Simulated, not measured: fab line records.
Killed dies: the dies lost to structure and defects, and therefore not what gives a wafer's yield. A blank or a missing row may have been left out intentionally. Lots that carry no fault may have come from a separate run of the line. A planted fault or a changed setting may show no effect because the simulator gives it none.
Which of the tools did it? / flow sky130 / 7 lots with 21 wafers sampled at 2 steps, on a route of 708 steps

== WHAT THE GAUGES SHOWED, per wafer ==
SKY_DNWELL_TW_MEAS_09.
lot=L173; measured=day 3 14:53; on=film metro-01; DNWELL_TW=1129 1136 1130
lot=L175; measured=day 4 00:32; on=film metro-04; DNWELL_TW=1112 1110 1119
lot=L179; measured=day 4 23:02; on=film metro-01; DNWELL_TW=1133 1140 1139
lot=L181; measured=day 5 14:40; on=film metro-04; DNWELL_TW=30 30 30
lot=L186; measured=day 6 14:25; on=film metro-02; DNWELL_TW=1129 1129 1125
lot=L189; measured=day 7 04:18; on=film metro-01; DNWELL_TW=1132 1131 1128
lot=L191; measured=day 7 14:29; on=film metro-04; DNWELL_TW=1108 1110 1109

== TOOL THAT RAN EACH LOT (tool first, then ch and the chambers of the sampled wafers, then the start) ==
lot=L173; SKY_DNWELL_EXPOSE_04=iline stepper-01 ch 0, day 3 06:50
lot=L175; SKY_DNWELL_EXPOSE_04=iline stepper-01 ch 0, day 3 16:53
lot=L179; SKY_DNWELL_EXPOSE_04=iline stepper-02 ch 0, day 4 15:07
lot=L181; SKY_DNWELL_EXPOSE_04=iline stepper-02, day 5 05:58
lot=L186; SKY_DNWELL_EXPOSE_04=iline stepper-01 ch 0, day 6 04:47
lot=L189; SKY_DNWELL_EXPOSE_04=iline stepper-02 ch 0, day 6 18:35
lot=L191; SKY_DNWELL_EXPOSE_04=iline stepper-02 ch 0, day 7 04:45
- SKY_DNWELL_EXPOSE_04: exposes mask DNM, target cd 3000 nm.

== THE ANSWER, worked out from the rows above alone ==
Rule: the usual values come from the lots themselves. The widest of any qualifying gaps counts: lots, ordered by their means at a reading, are off when they make up no more than a third of the lots, leave a main group of 4 or more, and stand apart from it by 3 or more times the standard deviation of that group's means. If all means in a main group match to the digits the tables above print for the reading, that group is not used. A lot without any number at a reading at which 4 lots or more have one is off too. All remaining lots with rows at the step are treated as sound.
Off: L181, at SKY_DNWELL_TW_MEAS_09 (DNWELL_TW). Main group: mean 1125, sd 10.
A tool fits if, at a process step before that reading, it ran every lot that is off, and no sound lot after the first of them. The gauges at SKY_DNWELL_TW_MEAS_09 are tried like those tools. No candidate that was tried fits.

== WHAT WAS PUT IN BY THE SIMULATOR ==
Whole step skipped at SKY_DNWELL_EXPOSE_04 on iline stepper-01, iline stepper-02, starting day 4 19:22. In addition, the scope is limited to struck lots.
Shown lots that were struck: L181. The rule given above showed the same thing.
